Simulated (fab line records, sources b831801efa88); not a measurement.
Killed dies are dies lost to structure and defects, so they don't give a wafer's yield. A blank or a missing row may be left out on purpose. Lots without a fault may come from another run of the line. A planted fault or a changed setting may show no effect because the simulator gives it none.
A struck lot beside a sound one | flow sky130 | 24 steps out of a route of 708
Sound: wafers L726.1, L726.2, L726.3. Struck: wafer L742.3. (L742.1 of the same lot was not struck and is left out.) The cause comes at the end.
At each step with rows: each side's tool, then ch and its chambers, then its first start. Under that, the readings that differ: sound wafers | struck wafers | difference of the means | sigmas: that difference in standard deviations of wafers without a fault.
alike: readings whose means differ by less than 2 such deviations, and words and numbers that are the same on both sides. not compared: withheld readings, readings that some wafer has no value for, bounds like >300 that may hide the same value, and numbers for which the record gives no deviation and whose values overlap.
The two part at a step that has a row with sigmas, a row that says differs or no value, or rows on one side only. Numbers that don't overlap but have no deviation are shown without sigmas and don't part them. A reading that every wafer of one side lacks parts them only if that side has two wafers or more.

SKY_CONTACT_RS_MEAS_25: measures by four-point-probe.
  sound on film_metro-01, day 32 06:50; struck on film_metro-03, day 37 23:11
  alike: CONTACT_W_RS
SKY_CONTACT_THK_MEAS_26: measures by xrf.
  sound on film_metro-01, day 32 06:58; struck on film_metro-03, day 37 23:19
  alike: CONTACT_W_THK
then, 1 step without rows for these wafers: SKY_CONTACT_CMP_27 (polishes, stops on SiO2, t overpolish 15 s, target thk 0 nm).
SKY_METAL1_SPUTTER_00: material Ti, target thk 15 nm, time 10 s.
  sound on pvd_sputter-02, day 32 07:19; struck on pvd_sputter-02, day 37 23:40
  alike: cathode_dc_power_W, throttle_valve_pct
then, 2 steps without rows for these wafers: SKY_METAL1_SPUTTER_01 (material TiN, target thk 20 nm, time 16.7 s); SKY_METAL1_SPUTTER_02 (material AlCu, target thk 250 nm, time 13.3 s).
SKY_METAL1_SPUTTER_03: material Ti, target thk 5 nm, time 3.3 s.
  sound on pvd_sputter-02, day 32 07:23; struck on pvd_sputter-02, day 37 23:44
  alike: cathode_dc_power_W, throttle_valve_pct
SKY_METAL1_SPUTTER_04: material TiN, target thk 70 nm, time 58.3 s.
  sound on pvd_sputter-02, day 32 07:25; struck on pvd_sputter-02, day 37 23:46
  alike: cathode_dc_power_W, throttle_valve_pct
SKY_METAL1_RS_MEAS_05: measures by four-point-probe.
  sound on film_metro-02, day 32 07:28; struck on film_metro-01, day 37 23:49
  alike: METAL1_ALCU_RS
SKY_METAL1_THK_MEAS_06: measures by xrf.
  sound on film_metro-02, day 32 07:35; struck on film_metro-01, day 37 23:56
  alike: METAL1_ALCU_THK
then, 2 steps without rows for these wafers: SKY_METAL1_DEHYDRATE_07 (time 60 s); SKY_METAL1_HMDS_08 (prime time 60 s).
SKY_METAL1_COAT_09: resist thk 60 nm.
  sound on litho_track-03 ch 0, day 32 20:59; struck on litho_track-03 ch 0, day 38 11:50
then, 5 steps without rows for these wafers: SKY_METAL1_COAT_10 (resist thk 450 nm); SKY_METAL1_SOFTBAKE_11 (time 90 s); SKY_METAL1_EXPOSE_12 (exposes mask MM1, target cd 140 nm); SKY_METAL1_PEB_13; SKY_METAL1_DEVELOP_14 (develop time 60 s).
SKY_METAL1_CD_MEAS_15: target cd 140 nm.
  sound on cd_sem-02, day 33 10:13; struck on cd_sem-01, day 39 01:05
  reading    | sound             | struck | difference | sigmas
  cd_nm (nm) | 141.6 141.6 141.9 | 138.2  | -3.5       | -2
SKY_METAL1_OVL_MEAS_16:
  sound on overlay-02, day 33 10:20; struck on overlay-01, day 39 01:12
  alike: METAL1_OVL
SKY_METAL1_DESCUM_17: chemistry O2, time 8 s.
  sound on rie_metal-03 ch 0,1, day 33 10:23; struck on rie_metal-02 ch 0, day 39 01:14
  alike: drypump_motor_current_A, oes_product_au
  not compared: rf_hours_counter_h
SKY_METAL1_ETCH_18: etches BARC in N2/H2, stops on SiO2, time 45.9 s, target depth 60 nm.
  sound on rie_metal-03 ch 0,1, day 33 10:25; struck on rie_metal-02 ch 0, day 39 01:16
  reading                  | sound             | struck | difference | sigmas
  oes_product_au (a.u.)    | 0.854 0.851 0.859 | 0.834  | -0.021     | -4
  model.etch.depth_nm (nm) | 60.19 60.08 60.12 | 57.65  | -2.48      |
  alike: drypump_motor_current_A, throttle_valve_pct
  not compared: rf_hours_counter_h
SKY_METAL1_METAL_ETCH_19: etches the open film in Cl2/BCl3, stops on SiO2, target depth 360 nm, time 78 s.
  sound on rie_metal-03 ch 0,1, day 33 10:28; struck on rie_metal-02 ch 0, day 39 01:20
  alike: bcl3_flow_sccm, drypump_motor_current_A, mfc_cl2_sccm, oes_product_au, throttle_valve_pct
  not compared: rf_hours_counter_h
SKY_PAD_OPEN_PROBE_99:
  the record has rows for the sound wafers here (prober-01, day 46 07:56) and none for the struck ones

WHERE THEY PART
First at SKY_METAL1_CD_MEAS_15; last, within this record, at SKY_PAD_OPEN_PROBE_99.

WHY: what the simulator had put in
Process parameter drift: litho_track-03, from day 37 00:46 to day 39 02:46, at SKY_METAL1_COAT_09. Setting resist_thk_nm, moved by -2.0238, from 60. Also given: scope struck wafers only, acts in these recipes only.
